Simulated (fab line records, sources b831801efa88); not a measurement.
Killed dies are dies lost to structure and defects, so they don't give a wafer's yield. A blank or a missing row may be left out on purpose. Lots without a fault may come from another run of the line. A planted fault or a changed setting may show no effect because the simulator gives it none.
Which tool did it? | flow sky130 | 9 lots, 27 wafers sampled, at 6 steps of a route of 708

WHAT THE GAUGES READ, wafer by wafer
SKY_METAL2_RS_MEAS_05: measures by four-point-probe.
lot  | measured     | on            | METAL2_ALCU_RS (ohm/sq)
L839 | day 35 01:13 | film_metro-04 | 0.1228 0.1221 0.1252
L844 | day 38 05:13 | film_metro-02 | 0.1247 0.1258 0.1256
L849 | day 38 10:06 | film_metro-04 | 0.1231 0.1261 0.1248 0.1231 0.1258 0.1246
L848 | day 38 10:43 | film_metro-02 | 0.1257 0.1267 0.1232 0.1256 0.1264 0.1231
L845 | day 38 10:25 | film_metro-02 | 0.1241 0.1261 0.1229 0.1245 0.1259 0.1227
L850 | day 38 11:04 | film_metro-02 | 0.1232 0.1221 0.1228
L854 | day 39 06:52 | film_metro-02 | 0.1238 0.1246 0.1237
L855 | day 39 19:34 | film_metro-02 | 0.1240 0.1253 0.1240
L859 | day 41 14:59 | film_metro-03 | 0.1238 0.1209 0.1239

SKY_METAL2_THK_MEAS_06: measures by xrf.
lot  | measured     | on            | METAL2_ALCU_THK (nm)
L839 | day 35 01:19 | film_metro-04 | 257 258 248
L844 | day 38 05:20 | film_metro-02 | 251 248 249
L849 | day 38 15:10 | film_metro-04 | 293 287 290 293 287 289
L848 | day 38 13:09 | film_metro-02 | 289 286 293 287 285 294
L845 | day 38 12:30 | film_metro-02 | 290 290 293 292 288 298
L850 | day 38 11:11 | film_metro-02 | 252 254 253
L854 | day 39 06:58 | film_metro-02 | 254 252 256
L855 | day 39 19:41 | film_metro-02 | 254 250 254
L859 | day 41 15:07 | film_metro-03 | 253 260 252

WHICH TOOL RAN EACH LOT (tool, then ch and the chambers of the sampled wafers, then the start)
lot  | SKY_METAL1_STRIP_20                  | SKY_VIA1_ETCH_14                   | SKY_VIA1_SPUTTER_20          | SKY_METAL2_SPUTTER_04
L839 | plasma_asher-01 ch 0,1, day 33 20:22 | rie_diel-01 ch 0,2, day 34 23:43   | pvd_sputter-03, day 35 00:24 | pvd_sputter-04, day 35 01:07
L844 | plasma_asher-03 ch 0,1, day 37 00:07 | rie_diel-04 ch 0,3, day 38 03:43   | pvd_sputter-01, day 38 04:26 | pvd_sputter-04, day 38 05:10
L849 | plasma_asher-02 ch 0,1, day 37 05:19 | rie_diel-02 ch 0,2,3, day 38 08:37 | pvd_sputter-02, day 38 09:17 | pvd_sputter-04, day 38 10:02
L848 | plasma_asher-03 ch 0,1, day 37 05:56 | rie_diel-04 ch 0,2,3, day 38 09:14 | pvd_sputter-03, day 38 09:56 | pvd_sputter-03, day 38 10:40
L845 | plasma_asher-02 ch 1, day 37 06:16   | rie_diel-01 ch 0,1, day 38 08:58   | pvd_sputter-01, day 38 09:38 | pvd_sputter-02, day 38 10:22
L850 | plasma_asher-02 ch 0,1, day 37 06:35 | rie_diel-02 ch 0,1,3, day 38 09:35 | pvd_sputter-03, day 38 10:17 | pvd_sputter-04, day 38 11:01
L854 | plasma_asher-01 ch 0,1, day 38 02:33 | rie_diel-01 ch 0,1,3, day 39 05:23 | pvd_sputter-01, day 39 06:04 | pvd_sputter-04, day 39 06:47
L855 | plasma_asher-01 ch 0,1, day 38 15:42 | rie_diel-04 ch 1,2,3, day 39 18:07 | pvd_sputter-02, day 39 18:47 | pvd_sputter-02, day 39 19:31
L859 | plasma_asher-01 ch 0,1, day 40 12:10 | rie_diel-02 ch 0,1,3, day 41 13:28 | pvd_sputter-03, day 41 14:13 | pvd_sputter-03, day 41 14:56
- SKY_METAL1_STRIP_20: strips in O2/N2.
- SKY_VIA1_ETCH_14: etches BARC in N2/H2, stops on SiO2, time 45.9 s, target depth 60 nm.
- SKY_VIA1_SPUTTER_20: material TiN, target thk 20 nm, time 80 s.
- SKY_METAL2_SPUTTER_04: material TiN, target thk 70 nm, time 58.3 s.

WHAT THE TOOLS THEMSELVES READ (means of the sampled wafers that have a number; where no wafer has one, the mark that the record gives instead)
SKY_METAL1_STRIP_20.
lot  | tool            | drypump_motor_current_A (A) | n2_flow_sccm (sccm) | oes_product_au (a.u.) | strip_time_to_endpoint_s (s)
L839 | plasma_asher-01 | 5.34                        | 301.0               | 0.341                 | 2.71
L844 | plasma_asher-03 | 5.35                        | 300.8               | 0.346                 | 2.74
L849 | plasma_asher-02 | 5.32                        | 300.1               | 0.344                 | 2.75
L848 | plasma_asher-03 | 5.37                        | 300.0               | 0.338                 | 2.75
L845 | plasma_asher-02 | 4.92                        | 299.0               | 0.339                 | 2.64
L850 | plasma_asher-02 | 5.32                        | 299.4               | 0.346                 | 2.71
L854 | plasma_asher-01 | 5.13                        | 300.7               | 0.342                 | 2.66
L855 | plasma_asher-01 | 5.34                        | 299.4               | 0.341                 | 2.63
L859 | plasma_asher-01 | 5.14                        | 300.7               | 0.338                 | 2.61

SKY_VIA1_ETCH_14.
lot  | tool        | drypump_motor_current_A (A) | h2_flow_sccm (sccm) | n2_flow_sccm (sccm) | oes_product_au (a.u.) | throttle_valve_pct (%)
L839 | rie_diel-01 | 5.6                         | 200.6               | 99.6                | 0.856                 | 13.219
L844 | rie_diel-04 | 5.2                         | 200.3               | 99.9                | 0.858                 | 13.228
L849 | rie_diel-02 | 5.7                         | 199.7               | 100.2               | 0.854                 | 13.217
L848 | rie_diel-04 | 5.5                         | 200.3               | 100.1               | 0.854                 | 13.227
L845 | rie_diel-01 | 5.6                         | 199.9               | 99.9                | 0.853                 | 13.218
L850 | rie_diel-02 | 6.0                         | 199.8               | 100.0               | 0.858                 | 13.230
L854 | rie_diel-01 | 5.5                         | 199.6               | 100.0               | 0.854                 | 13.231
L855 | rie_diel-04 | 5.8                         | 200.0               | 99.9                | 0.850                 | 13.214
L859 | rie_diel-02 | 6.0                         | 200.0               | 100.2               | 0.849                 | 13.221

SKY_VIA1_SPUTTER_20.
lot  | tool           | cathode_dc_power_W (W) | chamber_pressure_pa (Pa) | throttle_valve_pct (%)
L839 | pvd_sputter-03 | 4000.0                 | 4.999                    | 30.2
L844 | pvd_sputter-01 | 4000.7                 | 4.998                    | 29.6
L849 | pvd_sputter-02 | 4000.3                 | 5.009                    | 29.2
L848 | pvd_sputter-03 | 3999.5                 | 4.999                    | 30.3
L845 | pvd_sputter-01 | 4000.0                 | 5.003                    | 30.5
L850 | pvd_sputter-03 | 3999.6                 | 5.003                    | 30.6
L854 | pvd_sputter-01 | 4000.0                 | 4.993                    | 30.3
L855 | pvd_sputter-02 | 4000.0                 | 4.998                    | 29.1
L859 | pvd_sputter-03 | 4000.8                 | 4.993                    | 30.3

SKY_METAL2_SPUTTER_04.
lot  | tool           | cathode_dc_power_W (W) | chamber_pressure_pa (Pa) | throttle_valve_pct (%)
L839 | pvd_sputter-04 | 6500.6                 | 0.4002                   | 30.8
L844 | pvd_sputter-04 | 6500.3                 | 0.3997                   | 30.3
L849 | pvd_sputter-04 | -                      | -                        | -
L848 | pvd_sputter-03 | -                      | -                        | -
L845 | pvd_sputter-02 | -                      | -                        | -
L850 | pvd_sputter-04 | 6500.5                 | 0.3996                   | 30.5
L854 | pvd_sputter-04 | 6500.5                 | 0.3997                   | 30.0
L855 | pvd_sputter-02 | 6500.8                 | 0.4001                   | 29.2
L859 | pvd_sputter-03 | 6500.1                 | 0.4000                   | 30.4

THE ANSWER, worked out from the rows above alone
Rule: what is usual is taken from the lots themselves. Put in order of their means at a reading, lots are off if they are a third of the lots or fewer, leave a main group of 4 or more, and stand apart from it by a gap of 3 or more times the standard deviation of the main group's means; of several such gaps the widest counts. A main group whose means are all the same, to the digits that the tables above print for the reading, isn't used. A lot without any number at a reading at which 4 lots or more have one is off too. The other lots that the step has rows for count as sound. The gauges are gone through in route order, then the tools' own readings, and for those a lot's mean is taken as printed above. The first step at which some lot is off is used, and at that step the reading that is off furthest; a lot without a number counts as furthest.
Off: L849, L848, L845, at SKY_METAL2_THK_MEAS_06 (METAL2_ALCU_THK). The main group: mean 253 nm, standard deviation 1.8.
A tool fits if, at a process step before that reading, it ran every lot that is off, and no sound lot after the first of them. The gauges at SKY_METAL2_THK_MEAS_06 aren't tried: what is off there is off at SKY_METAL2_SPUTTER_04 too, on other tools, and a gauge's error can't cause that. None of those tried fits.

WHAT THE SIMULATOR HAD PUT IN
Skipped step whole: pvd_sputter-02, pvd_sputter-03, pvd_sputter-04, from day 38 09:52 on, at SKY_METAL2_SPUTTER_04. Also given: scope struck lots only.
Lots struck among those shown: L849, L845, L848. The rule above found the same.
